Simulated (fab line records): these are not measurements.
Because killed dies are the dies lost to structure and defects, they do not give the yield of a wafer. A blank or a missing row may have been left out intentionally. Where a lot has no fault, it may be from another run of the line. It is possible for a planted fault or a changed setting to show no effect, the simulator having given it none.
The tool behind it: which one?	flow gf180mcu	39 wafers from 13 lots sampled at 4 of the route's 602 steps

== WHAT THE GAUGES READ, wafer by wafer ==
GF_MIM_THK_MEAS_06.
lot	measured	on	MIM_CVD_05_THK (nm)
L324	day 24 05:22	film metro-02	42.0 41.4 42.0
L325	day 25 02:24	film metro-01	41.1 42.4 42.0
L330	day 26 22:32	film metro-04	42.2 41.7 43.0
L329	day 26 23:53	film metro-04	41.9 41.5 42.0
L332	day 27 07:06	film metro-01	41.6 41.1 41.1
L333	day 27 10:02	film metro-04	42.4 43.3 42.2
L334	day 27 13:32	film metro-01	55.6 56.6 42.0
L338	day 28 22:49	film metro-02	41.7 55.4 56.3
L339	day 29 06:58	film metro-02	42.0 41.3 42.1
L343	day 30 06:45	film metro-02	42.0 42.7 42.6
L344	day 30 16:10	film metro-04	42.4 42.2 42.3
L346	day 31 01:56	film metro-01	42.2 42.9 43.1
L347	day 31 13:16	film metro-02	41.3 41.3 41.8

== WHAT TOOL EACH LOT RAN ON (gives the tool, then ch and the chambers of the sampled wafers, and finally the start) ==
lot	GF_V4_SPUTTER_22	GF_V4_CMP_26	GF_MIM_CVD_05
L324	pvd sputter-02, day 24 04:28	cmp-02 ch 0,1, day 24 04:49	pecvd-04 ch 0,1, day 24 05:20
L325	pvd sputter-02, day 25 01:31	cmp-01 ch 0,1,2, day 25 01:57	pecvd-03 ch 0,2, day 25 02:22
L330	pvd sputter-02, day 26 21:38	cmp-01 ch 0,1,3, day 26 21:58	pecvd-03 ch 0,1, day 26 22:29
L329	pvd sputter-03, day 26 22:59	cmp-02 ch 0,1, day 26 23:23	pecvd-02 ch 1,2, day 26 23:51
L332	pvd sputter-03, day 27 05:58	cmp-01 ch 0,2,3, day 27 06:38	pecvd-02 ch 1,2, day 27 07:04
L333	pvd sputter-02, day 27 09:07	cmp-01 ch 0,2,3, day 27 09:30	pecvd-02 ch 0,1,2, day 27 09:59
L334	pvd sputter-02, day 27 12:38	cmp-01 ch 1,2, day 27 12:58	pecvd-02 ch 0,1, day 27 13:29
L338	pvd sputter-03, day 28 21:55	cmp-02 ch 0,2,3, day 28 22:21	pecvd-02 ch 0,2, day 28 22:46
L339	pvd sputter-03, day 29 06:04	cmp-01 ch 0,1,3, day 29 06:24	pecvd-03 ch 0,1,2, day 29 06:55
L343	pvd sputter-03, day 30 05:52	cmp-02 ch 0,2,3, day 30 06:15	pecvd-04 ch 0,1,2, day 30 06:43
L344	pvd sputter-04, day 30 15:16	cmp-02 ch 0,1,3, day 30 15:42	pecvd-04 ch 0,1,2, day 30 16:07
L346	pvd sputter-03, day 31 01:02	cmp-01 ch 0,3, day 31 01:25	pecvd-04 ch 0,1, day 31 01:53
L347	pvd sputter-03, day 31 12:22	cmp-01 ch 1,2,3, day 31 12:42	pecvd-03 ch 0,1, day 31 13:13
- GF_V4_SPUTTER_22: material TiN, target thk 10 nm, time 40 s.
- GF_V4_CMP_26: polishes, stops on SiO2, t overpolish 15 s, target thk 0 nm.
- GF_MIM_CVD_05: deposits Si3N4, target thk 42 nm, time 29.086 s.

== WHAT THE TOOLS THEMSELVES READ (means of the sampled wafers that have a number; where no wafer has one, the mark that the record gives instead) ==
GF_V4_SPUTTER_22.
lot	tool	throttle valve pct (%)
L324	pvd sputter-02	29.2
L325	pvd sputter-02	29.7
L330	pvd sputter-02	30.7
L329	pvd sputter-03	29.3
L332	pvd sputter-03	29.3
L333	pvd sputter-02	29.7
L334	pvd sputter-02	30.5
L338	pvd sputter-03	29.6
L339	pvd sputter-03	29.3
L343	pvd sputter-03	29.1
L344	pvd sputter-04	30.9
L346	pvd sputter-03	29.1
L347	pvd sputter-03	29.4

GF_V4_CMP_26.
lot	tool	head pressure psi (psi)	motor current A (A)	overpolish run s (s)	time to endpoint s (s)
L324	cmp-02	3.499	11.5	14.997	87
L325	cmp-01	3.496	10.3	15.004	85
L330	cmp-01	3.504	9.6	15.007	87
L329	cmp-02	3.487	11.9	15.002	85
L332	cmp-01	3.498	10.2	14.998	80
L333	cmp-01	3.500	10.6	14.996	82
L334	cmp-01	3.500	10.1	15.000	84
L338	cmp-02	3.504	10.8	15.004	85
L339	cmp-01	3.503	9.5	15.001	89
L343	cmp-02	3.499	11.0	14.995	90
L344	cmp-02	3.502	11.3	15.004	88
L346	cmp-01	3.497	9.6	15.009	84
L347	cmp-01	3.500	10.4	14.996	82

GF_MIM_CVD_05.
lot	tool	heater power outer w (W)	heater power w (W)
L324	pecvd-04	391	672
L325	pecvd-03	356	645
L330	pecvd-03	392	676
L329	pecvd-02	279	511
L332	pecvd-02	284	534
L333	pecvd-02	357	647
L334	pecvd-02	419	760
L338	pecvd-02	423	735
L339	pecvd-03	392	675
L343	pecvd-04	428	710
L344	pecvd-04	402	676
L346	pecvd-04	350	613
L347	pecvd-03	436	712

== THE ANSWER, worked out from the rows above alone ==
Rule: the usual values come from the lots themselves. Put in order of their means at a reading, lots are off if they are a third of the lots or fewer, leave a main group of 4 or more, and stand apart from it by a gap of 3 or more times the standard deviation of the main group's means; of several such gaps the widest counts. A main group whose means are all the same, to the digits that the tables above print for the reading, isn't used. Also off: a lot with no number at a reading for which 4 or more lots have one. All remaining lots with rows at the step are treated as sound. After the gauges, taken in route order, come the tools' own readings; for these a lot's mean is taken, as printed above. The first step at which some lot is off is used, and at that step the reading that is off furthest; a lot without a number counts as furthest.
Off: L334, L338, seen at GF_MIM_THK_MEAS_06 (MIM_CVD_05_THK). The main group has a mean of 42.0 nm with a standard deviation of 0.45.
A tool fits if, at a process step before that reading, it ran every lot that is off, and no sound lot after the first of them. Those tools and the gauges at GF_MIM_THK_MEAS_06 are tried in the same way. One fits: pecvd-02 at GF_MIM_CVD_05. A fault onset in the window from L333 (day 27 09:59, its last sound lot) to L334 (day 27 13:29, its first lot off) fits.

== WHAT THE SIMULATOR HAD PUT IN ==
pecvd-02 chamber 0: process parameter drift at GF_MIM_CVD_05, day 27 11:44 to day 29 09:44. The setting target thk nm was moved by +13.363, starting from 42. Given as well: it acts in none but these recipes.
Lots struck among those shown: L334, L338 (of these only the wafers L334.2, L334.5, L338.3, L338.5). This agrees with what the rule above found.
